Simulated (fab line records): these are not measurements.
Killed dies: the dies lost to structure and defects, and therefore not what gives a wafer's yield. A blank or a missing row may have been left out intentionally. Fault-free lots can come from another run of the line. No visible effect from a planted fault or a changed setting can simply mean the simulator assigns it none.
fab line records :: flow sky130
record:
  lots: 6
  wafers: 18
  lastDay: 50
route steps=708 shown POLY_GATE@236 LDD_N@237 PAD_OPEN@708
lots that met no fault: from a run of the same line without faults
startH: hours from the record's first day to the start of the lot's first wafer shown :: waitH: hours elapsed since this lot's preceding step :: " the same as in the row above :: L1.1+2: a row that stands for several wafers :: - no value, or no start was given :: * or withheld: withheld :: < > ~ a bound
route shown NAME@n: NAME is a module with steps in the file, n the number in the route of the first one :: usual: mean/standard deviation taken from wafers without a fault :: same: alike in all rows :: chamber/n: place in a boat :: sites: per-site readings :: _std_site: their standard deviation :: _edge_site: inner sites' mean taken away from outer sites' mean :: radiusMm: how far each site lies from the wafer's centre :: mask NAME#n: copy n :: behind: the last tool/chamber to shape the wafer :: hold: why the lot went on hold/how many hours it stayed there/how the hold came to an end :: device: the transistor (n, p or np) that didn't switch :: end of line: the tests these same wafers got at the end of their route :: a step without rows: its recipe alone :: killed: at the first sort, the dies lost to defects and structure; wafer yield is something else :: map: per-die view of a wafer (x killed, . not killed, _ where there is no die)
set.NAME: setting as actually run; set.NAME@STEP: the setting as run at that earlier step :: model.NAME: the simulator's own value behind a step, which no gauge read
lots at some steps of the route; a table a step, a row a wafer
services: a tool's chamber out of use, with start hour (startH, from the record's first day; less than 0 if before it), hours out, and reason
== steps ==
step: SKY_POLY_GATE_CD_MEAS_22
usual:
  cdNm: 150.1/2.3
lot.wafer: L317.2
tool: cdSem-02
chamber: -
startH: 434.79
waitH: 0.1
cdNm: 145.8

lot.wafer: L317.4
tool: cdSem-02
chamber: -
startH: 434.79
waitH: 0.1
cdNm: 146.3

lot.wafer: L317.5
tool: cdSem-02
chamber: -
startH: 434.79
waitH: 0.1
cdNm: 144.2

lot.wafer: L320.2
tool: cdSem-01
chamber: -
startH: 452.96
waitH: 0.1
cdNm: 150.7

lot.wafer: L320.3
tool: cdSem-01
chamber: -
startH: 452.96
waitH: 0.1
cdNm: 148.5

lot.wafer: L320.5
tool: cdSem-01
chamber: -
startH: 452.96
waitH: 0.1
cdNm: 146.1

lot.wafer: L323.1
tool: cdSem-02
chamber: -
startH: 490.03
waitH: 0.1
cdNm: 150.7

lot.wafer: L323.3
tool: cdSem-02
chamber: -
startH: 490.03
waitH: 0.1
cdNm: 150.7

lot.wafer: L323.4
tool: cdSem-02
chamber: -
startH: 490.03
waitH: 0.1
cdNm: 151.5

lot.wafer: L330.3
tool: cdSem-02
chamber: -
startH: 527.81
waitH: 0.3
cdNm: 152.8

lot.wafer: L330.4
tool: cdSem-02
chamber: -
startH: 527.81
waitH: 0.3
cdNm: 152.8

lot.wafer: L330.5
tool: cdSem-02
chamber: -
startH: 527.81
waitH: 0.3
cdNm: 149.5

lot.wafer: L331.4
tool: cdSem-02
chamber: -
startH: 541.60
waitH: 0.1
cdNm: 146.7

lot.wafer: L331.5
tool: cdSem-02
chamber: -
startH: 541.60
waitH: 0.1
cdNm: 148.1

lot.wafer: L331.6
tool: cdSem-02
chamber: -
startH: 541.60
waitH: 0.1
cdNm: 147.4

lot.wafer: L333.2
tool: cdSem-01
chamber: -
startH: 558.64
waitH: 0.1
cdNm: 146.3

lot.wafer: L333.3
tool: cdSem-01
chamber: -
startH: 558.64
waitH: 0.1
cdNm: 150.6

lot.wafer: L333.4
tool: cdSem-01
chamber: -
startH: 558.64
waitH: 0.1
cdNm: 150.1
step: SKY_LDD_N_DEHYDRATE_00
recipe:
  tempC: 200
  timeS: 60
step: SKY_LDD_N_HMDS_01
recipe:
  primeTimeS: 60
  primeTempC: 120
step: SKY_LDD_N_COAT_02
recipe:
  resist: NOVOLAK
  spinRpm: 3000
  resistThkNm: 300
step: SKY_LDD_N_SOFTBAKE_03
recipe:
  tempC: 90
  timeS: 60
  resist: NOVOLAK
step: SKY_LDD_N_EXPOSE_04
recipe:
  maskId: NTM
  targetCdNm: 840
  na: 0.6
  sourceShape: conventional
  sigmaOuter: 0.6
  doseMj: 110
step: SKY_LDD_N_PEB_05
recipe:
  tempC: withheld
  timeS: *
  resist: NOVOLAK
step: SKY_LDD_N_DEVELOP_06
recipe:
  developTimeS: 60
  devTempC: 23
step: SKY_LDD_N_OVL_MEAS_07
usual:
  LDD_N_OVL: -1.2/1.3
lot.wafer: L317.2
tool: overlay-01
chamber: -
startH: 464.52
waitH: 0.1
LDD_N_OVL[nm]: -3.1

lot.wafer: L317.4
tool: overlay-01
chamber: -
startH: 464.52
waitH: 0.1
LDD_N_OVL[nm]: -1.1

lot.wafer: L317.5
tool: overlay-01
chamber: -
startH: 464.52
waitH: 0.1
LDD_N_OVL[nm]: -2.0

lot.wafer: L320.2
tool: overlay-02
chamber: -
startH: 483.72
waitH: 0.1
LDD_N_OVL[nm]: -1.4

lot.wafer: L320.3
tool: overlay-02
chamber: -
startH: 483.72
waitH: 0.1
LDD_N_OVL[nm]: -1.6

lot.wafer: L320.5
tool: overlay-02
chamber: -
startH: 483.72
waitH: 0.1
LDD_N_OVL[nm]: -0.8

lot.wafer: L323.1
tool: overlay-01
chamber: -
startH: 521.16
waitH: 0.1
LDD_N_OVL[nm]: -0.8

lot.wafer: L323.3
tool: overlay-01
chamber: -
startH: 521.16
waitH: 0.1
LDD_N_OVL[nm]: 0.6

lot.wafer: L323.4
tool: overlay-01
chamber: -
startH: 521.16
waitH: 0.1
LDD_N_OVL[nm]: -1.0

lot.wafer: L330.3
tool: overlay-02
chamber: -
startH: 557.43
waitH: 0.1
LDD_N_OVL[nm]: 1.0

lot.wafer: L330.4
tool: overlay-02
chamber: -
startH: 557.43
waitH: 0.1
LDD_N_OVL[nm]: -0.5

lot.wafer: L330.5
tool: overlay-02
chamber: -
startH: 557.43
waitH: 0.1
LDD_N_OVL[nm]: -0.4

lot.wafer: L331.4
tool: overlay-01
chamber: -
startH: 571.14
waitH: 0.1
LDD_N_OVL[nm]: -0.7

lot.wafer: L331.5
tool: overlay-01
chamber: -
startH: 571.14
waitH: 0.1
LDD_N_OVL[nm]: -0.7

lot.wafer: L331.6
tool: overlay-01
chamber: -
startH: 571.14
waitH: 0.1
LDD_N_OVL[nm]: -0.9

lot.wafer: L333.2
tool: overlay-02
chamber: -
startH: 588.56
waitH: 0.1
LDD_N_OVL[nm]: -2.8

lot.wafer: L333.3
tool: overlay-02
chamber: -
startH: 588.56
waitH: 0.1
LDD_N_OVL[nm]: -1.4

lot.wafer: L333.4
tool: overlay-02
chamber: -
startH: 588.56
waitH: 0.1
LDD_N_OVL[nm]: -1.6
step: SKY_LDD_N_IMPLANT_08
recipe:
  species: As
  energyKev: 20
  doseCm2: 7.5e+13
  tiltDeg: withheld
  rotationDeg: 23
step: SKY_LDD_N_IMPLANT_09
recipe:
  species: As
  energyKev: 20
  doseCm2: 7.5e+13
  tiltDeg: withheld
  rotationDeg: 113
step: SKY_LDD_N_IMPLANT_10
recipe:
  species: As
  energyKev: 20
  doseCm2: 7.5e+13
  tiltDeg: withheld
  rotationDeg: 203
step: SKY_LDD_N_IMPLANT_11
recipe:
  species: As
  energyKev: 20
  doseCm2: 7.5e+13
  tiltDeg: withheld
  rotationDeg: 293
usual:
  beamOnS: 10.01/0.2
  doseIonsCm2: 7.501e+13/9.2e+10
  faradayCurrentUA: 423/8.2
same:
  implantIonAmu: 75
lot.wafer: L317.2
tool: implanter-01
chamber: 0
startH: 465.03
waitH: 0.1
beamOnS: 11.68
doseIonsCm2: 7.507e+13
faradayCurrentUA: 363

lot.wafer: L317.4
tool: implanter-01
chamber: 0
startH: 465.03
waitH: 0.1
beamOnS: 11.59
doseIonsCm2: 7.512e+13
faradayCurrentUA: 364

lot.wafer: L317.5
tool: implanter-01
chamber: 0
startH: 465.03
waitH: 0.1
beamOnS: 11.76
doseIonsCm2: 7.521e+13
faradayCurrentUA: 360

lot.wafer: L320.2
tool: implanter-01
chamber: 0
startH: 484.22
waitH: 0.1
beamOnS: 11.82
doseIonsCm2: 7.511e+13
faradayCurrentUA: 358

lot.wafer: L320.3
tool: implanter-01
chamber: 0
startH: 484.22
waitH: 0.1
beamOnS: 11.58
doseIonsCm2: 7.516e+13
faradayCurrentUA: 363

lot.wafer: L320.5
tool: implanter-01
chamber: 0
startH: 484.22
waitH: 0.1
beamOnS: 11.79
doseIonsCm2: 7.515e+13
faradayCurrentUA: 360

lot.wafer: L323.1
tool: implanter-02
chamber: 0
startH: 521.65
waitH: 0.1
beamOnS: 10.35
doseIonsCm2: 7.502e+13
faradayCurrentUA: 410

lot.wafer: L323.3
tool: implanter-02
chamber: 0
startH: 521.65
waitH: 0.1
beamOnS: 10.22
doseIonsCm2: 7.498e+13
faradayCurrentUA: 414

lot.wafer: L323.4
tool: implanter-02
chamber: 0
startH: 521.65
waitH: 0.1
beamOnS: 9.95
doseIonsCm2: 7.5e+13
faradayCurrentUA: 425

lot.wafer: L330.3
tool: implanter-01
chamber: 0
startH: 557.95
waitH: 0.1
beamOnS: 9.94
doseIonsCm2: 7.484e+13
faradayCurrentUA: 427

lot.wafer: L330.4
tool: implanter-01
chamber: 0
startH: 557.95
waitH: 0.1
beamOnS: 10.40
doseIonsCm2: 7.507e+13
faradayCurrentUA: 408

lot.wafer: L330.5
tool: implanter-01
chamber: 0
startH: 557.95
waitH: 0.1
beamOnS: 10.09
doseIonsCm2: 7.493e+13
faradayCurrentUA: 418

lot.wafer: L331.4
tool: implanter-04
chamber: 0
startH: 571.68
waitH: 0.1
beamOnS: 10.21
doseIonsCm2: 7.514e+13
faradayCurrentUA: 413

lot.wafer: L331.5
tool: implanter-04
chamber: 0
startH: 571.68
waitH: 0.1
beamOnS: 10.18
doseIonsCm2: 7.491e+13
faradayCurrentUA: 415

lot.wafer: L331.6
tool: implanter-04
chamber: 0
startH: 571.68
waitH: 0.1
beamOnS: 9.89
doseIonsCm2: 7.499e+13
faradayCurrentUA: 428

lot.wafer: L333.2
tool: implanter-02
chamber: 0
startH: 589.07
waitH: 0.1
beamOnS: 10.44
doseIonsCm2: 7.488e+13
faradayCurrentUA: 406

lot.wafer: L333.3
tool: implanter-02
chamber: 0
startH: 589.07
waitH: 0.1
beamOnS: 10.11
doseIonsCm2: 7.487e+13
faradayCurrentUA: 416

lot.wafer: L333.4
tool: implanter-02
chamber: 0
startH: 589.07
waitH: 0.1
beamOnS: 9.92
doseIonsCm2: 7.486e+13
faradayCurrentUA: 425
step: SKY_LDD_N_IMPLANT_12
recipe:
  species: BF2
  energyKev: 50
  doseCm2: 5e+12
  tiltDeg: 30
  rotationDeg: 0
step: SKY_PAD_OPEN_PROBE_99
usual:
  killed_at_M0_to_M3: 44/7.1
  killed_at_M4_up: 3.3/1.8
  killedAtContacts: 24/5.1
  killedAtFrontEnd: 16/4.7
  killedAtOther: 0.3/0.52
  killedDies: 87/9.7
  killedOnRim: 17/3.8
  killedOpen: 47/6.8
  killedShort: 39/6.7
same:
  grossDies: 492
  killedAtBackSide: 0
lot.wafer: L317.2
tool: prober-02
chamber: -
startH: 1122.33
waitH: 0.1
killed_at_M0_to_M3: 37
killed_at_M4_up: 4
killedAtContacts: 27
killedAtFrontEnd: 15
killedAtOther: 0
killedDies: 83
killedOnRim: 19
killedOpen: 43
killedShort: 40
model.etest.tipN.rsOhmSq: 427.7

lot.wafer: L317.4
tool: prober-02
chamber: -
startH: 1122.43
waitH: 0.2
killed_at_M0_to_M3: 41
killed_at_M4_up: 3
killedAtContacts: 24
killedAtFrontEnd: 14
killedAtOther: 0
killedDies: 82
killedOnRim: 18
killedOpen: 35
killedShort: 47
model.etest.tipN.rsOhmSq: 429.6

lot.wafer: L317.5
tool: prober-02
chamber: -
startH: 1122.48
waitH: 0.2
killed_at_M0_to_M3: 41
killed_at_M4_up: 5
killedAtContacts: 26
killedAtFrontEnd: 11
killedAtOther: 0
killedDies: 83
killedOnRim: 14
killedOpen: 51
killedShort: 32
model.etest.tipN.rsOhmSq: 430.6

lot.wafer: L320.2
tool: prober-01
chamber: -
startH: 1132.46
waitH: 0.1
killed_at_M0_to_M3: 42
killed_at_M4_up: 1
killedAtContacts: 28
killedAtFrontEnd: 16
killedAtOther: 1
killedDies: 88
killedOnRim: 20
killedOpen: 56
killedShort: 32
model.etest.tipN.rsOhmSq: 429.5

lot.wafer: L320.3
tool: prober-01
chamber: -
startH: 1132.51
waitH: 0.2
killed_at_M0_to_M3: 39
killed_at_M4_up: 2
killedAtContacts: 28
killedAtFrontEnd: 16
killedAtOther: 0
killedDies: 85
killedOnRim: 13
killedOpen: 46
killedShort: 39
model.etest.tipN.rsOhmSq: 426.6

lot.wafer: L320.5
tool: prober-01
chamber: -
startH: 1132.61
waitH: 0.2
killed_at_M0_to_M3: 39
killed_at_M4_up: 9
killedAtContacts: 25
killedAtFrontEnd: 15
killedAtOther: 0
killedDies: 88
killedOnRim: 13
killedOpen: 52
killedShort: 36
model.etest.tipN.rsOhmSq: 430.6

lot.wafer: L323.1
tool: prober-01
chamber: -
startH: 1153.17
waitH: 0.1
killed_at_M0_to_M3: 62
killed_at_M4_up: 3
killedAtContacts: 17
killedAtFrontEnd: 16
killedAtOther: 0
killedDies: 98
killedOnRim: 21
killedOpen: 50
killedShort: 47
model.etest.tipN.rsOhmSq: 441.8

lot.wafer: L323.3
tool: prober-01
chamber: -
startH: 1153.27
waitH: 0.2
killed_at_M0_to_M3: 50
killed_at_M4_up: 2
killedAtContacts: 21
killedAtFrontEnd: 11
killedAtOther: 0
killedDies: 84
killedOnRim: 22
killedOpen: 49
killedShort: 35
model.etest.tipN.rsOhmSq: 439.5

lot.wafer: L323.4
tool: prober-01
chamber: -
startH: 1153.32
waitH: 0.2
killed_at_M0_to_M3: 41
killed_at_M4_up: 5
killedAtContacts: 21
killedAtFrontEnd: 11
killedAtOther: 0
killedDies: 78
killedOnRim: 9
killedOpen: 48
killedShort: 30
model.etest.tipN.rsOhmSq: 441.1

lot.wafer: L330.3
tool: prober-01
chamber: -
startH: 1175.94
waitH: 0.2
killed_at_M0_to_M3: 40
killed_at_M4_up: 0
killedAtContacts: 37
killedAtFrontEnd: 16
killedAtOther: 1
killedDies: 94
killedOnRim: 14
killedOpen: 50
killedShort: 44
model.etest.tipN.rsOhmSq: 438

lot.wafer: L330.4
tool: prober-01
chamber: -
startH: 1175.99
waitH: 0.2
killed_at_M0_to_M3: 32
killed_at_M4_up: 3
killedAtContacts: 26
killedAtFrontEnd: 10
killedAtOther: 0
killedDies: 71
killedOnRim: 12
killedOpen: 46
killedShort: 25
model.etest.tipN.rsOhmSq: 439.6

lot.wafer: L330.5
tool: prober-01
chamber: -
startH: 1176.04
waitH: 0.2
killed_at_M0_to_M3: 37
killed_at_M4_up: 3
killedAtContacts: 20
killedAtFrontEnd: 19
killedAtOther: 0
killedDies: 79
killedOnRim: 18
killedOpen: 42
killedShort: 37
model.etest.tipN.rsOhmSq: 438.8

lot.wafer: L331.4
tool: prober-02
chamber: -
startH: 1181.21
waitH: 0.2
killed_at_M0_to_M3: 34
killed_at_M4_up: 3
killedAtContacts: 23
killedAtFrontEnd: 10
killedAtOther: 0
killedDies: 70
killedOnRim: 16
killedOpen: 40
killedShort: 30
model.etest.tipN.rsOhmSq: 442.8

lot.wafer: L331.5
tool: prober-02
chamber: -
startH: 1181.26
waitH: 0.2
killed_at_M0_to_M3: 51
killed_at_M4_up: 5
killedAtContacts: 26
killedAtFrontEnd: 25
killedAtOther: 1
killedDies: 108
killedOnRim: 23
killedOpen: 51
killedShort: 54
model.etest.tipN.rsOhmSq: 441.3

lot.wafer: L331.6
tool: prober-02
chamber: -
startH: 1181.31
waitH: 0.2
killed_at_M0_to_M3: 47
killed_at_M4_up: 3
killedAtContacts: 30
killedAtFrontEnd: 15
killedAtOther: 1
killedDies: 96
killedOnRim: 18
killedOpen: 55
killedShort: 40
model.etest.tipN.rsOhmSq: 446.1

lot.wafer: L333.2
tool: prober-02
chamber: -
startH: 1192.22
waitH: 0.1
killed_at_M0_to_M3: 40
killed_at_M4_up: 1
killedAtContacts: 38
killedAtFrontEnd: 17
killedAtOther: 1
killedDies: 97
killedOnRim: 17
killedOpen: 57
killedShort: 39
model.etest.tipN.rsOhmSq: 444.8

lot.wafer: L333.3
tool: prober-02
chamber: -
startH: 1192.27
waitH: 0.2
killed_at_M0_to_M3: 43
killed_at_M4_up: 1
killedAtContacts: 28
killedAtFrontEnd: 11
killedAtOther: 1
killedDies: 84
killedOnRim: 16
killedOpen: 41
killedShort: 42
model.etest.tipN.rsOhmSq: 445.2

lot.wafer: L333.4
tool: prober-02
chamber: -
startH: 1192.32
waitH: 0.2
killed_at_M0_to_M3: 31
killed_at_M4_up: 1
killedAtContacts: 25
killedAtFrontEnd: 13
killedAtOther: 2
killedDies: 72
killedOnRim: 13
killedOpen: 44
killedShort: 26
model.etest.tipN.rsOhmSq: 444.3
killed by level:class
L317.2 VIA1:geometricParticle:open=11 METAL2:geometricParticle:short=9 CONTACT:geometricParticle:open=8 LI_CONTACT:geometricParticle:open=7 LI_CONTACT:geometricParticle:short=5 METAL1:geometricParticle:short=5 VIA2:geometricParticle:open=5 FIELD_ISO:geometricParticle:short=4
L317.4 CONTACT:geometricParticle:open=8 CONTACT:geometricParticle:short=7 VIA2:geometricParticle:open=6 METAL1:geometricParticle:short=6 VIA1:geometricParticle:short=5 POLY_GATE:geometricParticle:short=5 LOCAL_INTERCONNECT:geometricParticle:short=5 VIA1:geometricParticle:open=5
L317.5 LI_CONTACT:geometricParticle:open=10 CONTACT:geometricParticle:open=8 VIA1:geometricParticle:open=8 VIA3:geometricParticle:open=6 VIA1:geometricParticle:short=6 VIA2:geometricParticle:open=6 METAL1:geometricParticle:short=5 POLY_GATE:geometricParticle:open=4
L320.2 VIA1:geometricParticle:open=11 CONTACT:geometricParticle:open=10 VIA2:geometricParticle:open=9 VIA3:geometricParticle:open=9 LI_CONTACT:geometricParticle:open=8 POLY_GATE:geometricParticle:open=5 LOCAL_INTERCONNECT:geometricParticle:short=5 CONTACT:geometricParticle:short=5
L320.3 VIA1:geometricParticle:open=11 LOCAL_INTERCONNECT:geometricParticle:short=8 CONTACT:geometricParticle:open=7 LI_CONTACT:geometricParticle:open=6 POLY_GATE:geometricParticle:open=5 CONTACT:geometricParticle:short=5 VIA3:geometricParticle:open=5 VIA1:geometricParticle:short=4
L320.5 VIA1:geometricParticle:open=11 VIA3:geometricParticle:open=9 VIA2:geometricParticle:open=8 CONTACT:geometricParticle:short=7 LI_CONTACT:geometricParticle:open=6 CONTACT:geometricParticle:open=6 METAL4:geometricParticle:short=5 POLY_GATE:geometricParticle:open=4
L323.1 VIA1:geometricParticle:open=15 METAL1:geometricParticle:short=9 VIA2:geometricParticle:open=7 VIA1:geometricParticle:short=6 VIA3:geometricParticle:open=6 LI_CONTACT:geometricParticle:open=5 VIA3:geometricParticle:short=5 FIELD_ISO:geometricParticle:short=4
L323.3 VIA1:geometricParticle:open=16 VIA2:geometricParticle:open=9 LI_CONTACT:geometricParticle:open=6 VIA1:geometricParticle:short=6 LOCAL_INTERCONNECT:geometricParticle:short=5 CONTACT:geometricParticle:open=5 METAL2:geometricParticle:short=5 CONTACT:geometricParticle:short=4
L323.4 VIA1:geometricParticle:open=14 CONTACT:geometricParticle:open=7 VIA3:geometricParticle:open=6 CONTACT:geometricParticle:short=6 VIA3:geometricParticle:short=6 VIA1:geometricParticle:short=5 LI_CONTACT:geometricParticle:open=3 VIA2:geometricParticle:open=3
L330.3 CONTACT:geometricParticle:open=17 LI_CONTACT:geometricParticle:open=8 METAL1:geometricParticle:short=6 VIA1:geometricParticle:open=6 VIA1:geometricParticle:short=6 METAL2:geometricParticle:short=6 FIELD_ISO:geometricParticle:open=5 LI_CONTACT:geometricParticle:short=5
L330.4 CONTACT:geometricParticle:open=12 VIA1:geometricParticle:short=8 LI_CONTACT:geometricParticle:open=7 VIA3:geometricParticle:open=6 VIA1:geometricParticle:open=5 CONTACT:geometricParticle:short=3 POLY_GATE:geometricParticle:open=3 LOCAL_INTERCONNECT:geometricParticle:short=3
L330.5 CONTACT:geometricParticle:open=9 VIA1:geometricParticle:open=8 FIELD_ISO:geometricParticle:short=6 VIA3:geometricParticle:open=6 POLY_GATE:geometricParticle:short=5 LI_CONTACT:geometricParticle:open=5 FIELD_ISO:geometricParticle:open=4 VIA2:geometricParticle:open=4
L331.4 CONTACT:geometricParticle:open=13 VIA1:geometricParticle:open=8 METAL2:geometricParticle:short=5 FIELD_ISO:geometricParticle:open=4 LI_CONTACT:geometricParticle:open=4 VIA2:geometricParticle:open=4 METAL3:geometricParticle:short=4 LOCAL_INTERCONNECT:geometricParticle:short=3
L331.5 CONTACT:geometricParticle:open=10 VIA1:geometricParticle:open=9 POLY_GATE:geometricParticle:short=7 POLY_GATE:geometricParticle:open=7 VIA2:geometricParticle:open=7 METAL2:geometricParticle:short=7 LOCAL_INTERCONNECT:geometricParticle:short=6 VIA1:geometricParticle:short=5
L331.6 LI_CONTACT:geometricParticle:open=11 CONTACT:geometricParticle:open=10 METAL2:geometricParticle:short=8 VIA2:geometricParticle:short=8 VIA1:geometricParticle:open=7 FIELD_ISO:geometricParticle:open=6 VIA2:geometricParticle:open=6 CONTACT:geometricParticle:short=4
L333.2 CONTACT:geometricParticle:open=15 VIA3:geometricParticle:open=9 LI_CONTACT:geometricParticle:open=8 VIA1:geometricParticle:open=8 LOCAL_INTERCONNECT:geometricParticle:short=6 FIELD_ISO:geometricParticle:short=5 POLY_GATE:geometricParticle:short=5 CONTACT:geometricParticle:short=5
L333.3 CONTACT:geometricParticle:open=11 METAL3:geometricParticle:short=8 VIA1:geometricParticle:open=8 METAL2:geometricParticle:short=7 LI_CONTACT:geometricParticle:open=6 FIELD_ISO:geometricParticle:open=4 LI_CONTACT:geometricParticle:short=4 LOCAL_INTERCONNECT:geometricParticle:short=4
L333.4 CONTACT:geometricParticle:open=11 VIA1:geometricParticle:open=8 VIA2:geometricParticle:open=7 FIELD_ISO:geometricParticle:open=6 LOCAL_INTERCONNECT:geometricParticle:short=5 VIA3:geometricParticle:open=5 LI_CONTACT:geometricParticle:open=4 CONTACT:geometricParticle:short=4
== services ==
tool: implanter-04
chamber: -
startH: 473.88
hours: 2.7
kind: repair

tool: implanter-04
chamber: -
startH: 475.13
hours: 15.7
kind: repair

tool: implanter-02
chamber: -
startH: 502.09
hours: 19.0
kind: repair

tool: implanter-01
chamber: -
startH: 521.45
hours: 4.4
kind: repair

tool: implanter-01
chamber: -
startH: 560.47
hours: 3.5
kind: pm

tool: implanter-01
chamber: -
startH: 564.00
hours: 3.2
kind: pm

tool: implanter-04
chamber: -
startH: 575.68
hours: 0.8
kind: repair
== key ==
firstSign:
  step: SKY_LDD_N_IMPLANT_11
  reading: beamOnS
  direction: up
  sigmas: 8.7
  usual: 10.01
  struck: 11.70
effect:
  step: SKY_LDD_N_IMPLANT_11
  reading: faradayCurrentUA
  direction: down
  sigmas: 7.4
  usual: 423
  struck: 361
modelEffect:
  step: SKY_PAD_OPEN_PROBE_99
  value: etest.tipN.rsOhmSq
  without: 440.3
  struck: 429.1
metAt SKY_LDD_N_IMPLANT_11
struckWafers L317.2,L317.4,L317.5,L320.2,L320.3,L320.5
testerLeftOut L317,L320
fault:
  kind: processParameterDrift
  tool: implanter-01
  chamber: -
  onsetH: 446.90
  steps: SKY_LDD_N_IMPLANT_11
  channel: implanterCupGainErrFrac
  offset: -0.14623
  shape: step
  endH: 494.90
testerLeftOut: of these lots the tester's yield and bins aren't shown, on N5 and GAA mostly nor the transistor test; their killed dies are dies lost to structure and defects alone, not to doping, threshold or leakage, so they don't give the yield
